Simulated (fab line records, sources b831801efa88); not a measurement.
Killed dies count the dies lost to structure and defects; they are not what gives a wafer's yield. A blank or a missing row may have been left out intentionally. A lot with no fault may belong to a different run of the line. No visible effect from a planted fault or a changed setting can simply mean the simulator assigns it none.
Struck lot and sound lot, side by side    flow sky130    15 steps out of a route of 708
Sound: these wafers, L353.1, L353.3, L353.6. Wafers L365.2, L365.4, L365.6 were the ones struck. The cause is given at the end.
Per side, at each step with rows, come the tool, then ch with its chambers, and then its first start. Under that, the readings that differ: sound wafers    struck wafers    difference of the means    sigmas: that difference in standard deviations of wafers without a fault.
alike: words and numbers the same on both sides, and readings whose means are apart by under 2 such deviations; not compared: readings that were withheld, readings missing a value for some wafer, numbers with overlapping values and no deviation given by the record, and bounds like >300 which may hide the same value.
The two part at a step that has a row with sigmas, a row that says differs or no value, or rows on one side only. When numbers do not overlap yet have no deviation, they are printed without sigmas and do not part them. Lack of a reading on every wafer of one side parts them only where that side has two or more wafers.

SKY_POLY_GATE_CD_MEAS_22:
  struck on cd sem-01, day 21 13:29; sound on cd sem-02, day 16 04:05
reading     sound              struck             difference  sigmas
cd nm (nm)  144.8 147.1 147.5  150.9 151.9 150.8  +4.7        +3
then, 7 steps without rows for these wafers: SKY_LDD_N_DEHYDRATE_00 (time 60 s); SKY_LDD_N_HMDS_01 (prime time 60 s); SKY_LDD_N_COAT_02 (resist thk 300 nm); SKY_LDD_N_SOFTBAKE_03 (time 60 s); SKY_LDD_N_EXPOSE_04 (exposes mask NTM, target cd 840 nm); SKY_LDD_N_PEB_05; SKY_LDD_N_DEVELOP_06 (develop time 60 s).
SKY_LDD_N_OVL_MEAS_07:
  struck on overlay-01, day 22 20:06; sound on overlay-01, day 17 08:54
  alike: LDD_N_OVL
then, 3 steps without rows for these wafers: SKY_LDD_N_IMPLANT_08; SKY_LDD_N_IMPLANT_09; SKY_LDD_N_IMPLANT_10.
SKY_LDD_N_IMPLANT_11:
  sound on implanter-01 ch 0, day 17 09:23; struck on implanter-04 ch 0, day 22 21:10
reading                    sound                 struck                difference  sigmas
beam energy keV            19.992 19.998 20.003  18.398 18.392 18.394  -1.603      -99 or more
model.implant.rp nm (nm)   16.14 16.14 16.14     14.98 14.98 14.98     -1.16       
model.implant.drp nm (nm)  7.212 7.212 7.212     6.808 6.808 6.808     -0.404      
after that, 1 step had no rows for these wafers: SKY_LDD_N_IMPLANT_12.
-- here the record skips 26 days between the struck wafers' starts before and after, leaving off in module LDD_N and picking up in module PAD_OPEN (first step shown: number 708 of the route) --
SKY_PAD_OPEN_PROBE_99:
  struck on prober-02, day 49 03:25; sound on prober-01, day 45 22:15
  alike: killed_at_M0_to_M3, killed_at_M4_up, killed at contacts, killed at front end, killed at other, killed dies, killed open, killed short

WHERE THEY PART
Earliest at SKY_POLY_GATE_CD_MEAS_22; latest, in this record, at SKY_LDD_N_IMPLANT_11. Later steps at which nothing parts them and some readings are alike: SKY_PAD_OPEN_PROBE_99.

WHY: what the simulator had put in
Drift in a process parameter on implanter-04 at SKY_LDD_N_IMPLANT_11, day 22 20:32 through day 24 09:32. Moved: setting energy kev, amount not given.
